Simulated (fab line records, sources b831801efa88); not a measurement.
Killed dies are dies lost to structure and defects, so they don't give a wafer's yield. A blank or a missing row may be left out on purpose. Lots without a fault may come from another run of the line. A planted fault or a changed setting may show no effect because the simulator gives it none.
A struck lot beside a sound one | flow sky130 | 30 steps out of a route of 708
Sound: wafers L268.3, L268.5, L268.6. Struck: wafers L277.2, L277.3, L277.6. The cause comes at the end.
At each step with rows: each side's tool, then ch and its chambers, then its first start. Under that, the readings that differ: sound wafers | struck wafers | difference of the means | sigmas: that difference in standard deviations of wafers without a fault.
alike: readings whose means differ by less than 2 such deviations, and words and numbers that are the same on both sides. not compared: withheld readings, readings that some wafer has no value for, bounds like >300 that may hide the same value, and numbers for which the record gives no deviation and whose values overlap.
The two part at a step that has a row with sigmas, a row that says differs or no value, or rows on one side only. Numbers that don't overlap but have no deviation are shown without sigmas and don't part them. A reading that every wafer of one side lacks parts them only if that side has two wafers or more.

SKY_PWDE_STRIP_09: strips in O2/N2.
  sound on plasma_asher-04 ch 0,1, day 5 02:26; struck on plasma_asher-03 ch 0, day 7 01:08
  reading                      | sound             | struck            | difference | sigmas
  strip_time_to_endpoint_s (s) | 37.12 37.08 37.05 | 36.91 36.75 36.86 | -0.24      | -2
  alike: drypump_motor_current_A, oes_product_au
  not compared: rf_hours_counter_h
SKY_PWDE_TW_MEAS_10:
  sound on film_metro-04, day 5 02:31; struck on film_metro-03, day 7 01:15
  alike: PWDE_TW
then, 7 steps without rows for these wafers: SKY_NWELL_DEHYDRATE_03 (time 60 s); SKY_NWELL_HMDS_04 (prime time 60 s); SKY_NWELL_COAT_05 (resist thk 3000 nm); SKY_NWELL_SOFTBAKE_06; SKY_NWELL_EXPOSE_07 (exposes mask NWM, target cd 840 nm); SKY_NWELL_PEB_08; SKY_NWELL_DEVELOP_09 (develop time 60 s).
SKY_NWELL_OVL_MEAS_10:
  sound on overlay-02, day 5 20:43; struck on overlay-02, day 7 21:41
  alike: NWELL_00_OVL
then, 2 steps without rows for these wafers: SKY_NWELL_IMPLANT_11; SKY_NWELL_IMPLANT_12.
SKY_NWELL_IMPLANT_13:
  sound on implanter-02 ch 0, day 5 21:05; struck on implanter-02 ch 0, day 7 22:02
  reading            | sound                         | struck                     | difference | sigmas
  dose_ions_cm2      | 6.988e+11 6.987e+11 6.989e+11 | 7.02e+10 7.02e+10 6.89e+10 | -6.29e+11  | -99 or more
  faraday_current_uA | 3.96 3.98 3.88                | 0.40 0.40 0.39             | -3.54      | -46
  alike: beam_energy_keV
SKY_NWELL_STRIP_14: strips in O2/N2.
  sound on plasma_asher-04 ch 0,1, day 5 21:14; struck on plasma_asher-01 ch 0,1, day 7 22:10
  alike: drypump_motor_current_A, oes_product_au, strip_time_to_endpoint_s
  not compared: rf_hours_counter_h
SKY_NWELL_TW_MEAS_15:
  sound on film_metro-03, day 5 21:19; struck on film_metro-03, day 7 22:16
  alike: NWELL_TW
then, 7 steps without rows for these wafers: SKY_NWELL_DEHYDRATE_16 (time 60 s); SKY_NWELL_HMDS_17 (prime time 60 s); SKY_NWELL_COAT_18 (resist thk 3000 nm); SKY_NWELL_SOFTBAKE_19; SKY_NWELL_EXPOSE_20 (exposes mask NWM COMPLEMENT, target cd 840 nm); SKY_NWELL_PEB_21; SKY_NWELL_DEVELOP_22 (develop time 60 s).
SKY_NWELL_OVL_MEAS_23:
  sound on overlay-01, day 6 15:46; struck on overlay-02, day 8 18:40
  alike: NWELL_01_OVL
then, 1 step without rows for these wafers: SKY_NWELL_IMPLANT_24.
SKY_NWELL_STRIP_25: strips in O2/N2.
  sound on plasma_asher-01 ch 0,1, day 6 15:58; struck on plasma_asher-01 ch 0,1, day 8 18:50
  alike: drypump_motor_current_A, oes_product_au, strip_time_to_endpoint_s
  not compared: rf_hours_counter_h
SKY_NWELL_TW_MEAS_26:
  sound on film_metro-04, day 6 16:04; struck on film_metro-04, day 8 18:57
  alike: NWELL_2_TW
then, 1 step without rows for these wafers: SKY_NWELL_CLEAN_27 (cleans in SC1/SC2, time 150 s).
SKY_NWELL_RTA_28: time 30 s.
  sound on rtp_anneal-01 ch 0, day 6 16:11; struck on rtp_anneal-02 ch 0, day 8 19:04
  alike: lamp_power_pct, wafer_temp_C_max
SKY_NWELL_RS_MEAS_29: measures by four-point-probe.
  sound on film_metro-03, day 6 16:17; struck on film_metro-02, day 8 19:10
  reading           | sound             | struck            | difference | sigmas
  NWELL_RS (ohm/sq) | 627.2 625.6 626.4 | 650.2 651.6 650.6 | +24.4      | +13
-- the record jumps here: 41 days lie between the struck wafers' starts before and after (it left off in module NWELL and takes up again in module PAD_OPEN, whose first step shown is number 708 of the route) --
SKY_PAD_OPEN_PROBE_99:
  sound on prober-02, day 47 05:01; struck on prober-02, day 49 07:35
  reading                                | sound                         | struck                        | difference | sigmas
  model.etest.nfet_16v.r_on_ohm_um       | 1.414e+04 1.412e+04 1.423e+04 | 1.473e+04 1.469e+04 1.488e+04 | +6.033e+02 |
  model.etest.pfet_16v.r_on_ohm_um       | 1.474e+04 1.459e+04 1.456e+04 | 1.486e+04 1.48e+04 1.484e+04  | +2.033e+02 |
  model.etest.pfet_g5v0d10v5.r_on_ohm_um | 4803 4720 4752                | 4357 4400 4370                | -383       |
  model.etest.tip_p.rs_ohm_sq            | 6895 6824 6847                | 6693 6652 6653                | -189       |
  model.etest.pfet_01v8.r_on_ohm_um      | 2983 2953 2900                | 2847 2852 2822                | -105       |
  model.etest.tip_p_5v.rs_ohm_sq         | 2833 2810 2817                | 2760 2782 2786                | -44        |
  model.etest.pfet_g5v0d10v5.drive_ua_um | 342.5 344.7 346               | 375.3 375.6 369.5             | +29.1      |
  model.etest.pfet_01v8_lvt.drive_ua_um  | 171.1 173.3 174.4             | 200.3 197.4 199.4             | +26.1      |
  alike: killed_at_M0_to_M3, killed_at_M4_up, killed_at_contacts, killed_at_front_end, killed_at_other, killed_dies, killed_open, killed_short

WHERE THEY PART
First at SKY_PWDE_STRIP_09; last, within this record, at SKY_NWELL_RS_MEAS_29. Later steps at which nothing parts them and some readings are alike: SKY_PAD_OPEN_PROBE_99.

WHY: what the simulator had put in
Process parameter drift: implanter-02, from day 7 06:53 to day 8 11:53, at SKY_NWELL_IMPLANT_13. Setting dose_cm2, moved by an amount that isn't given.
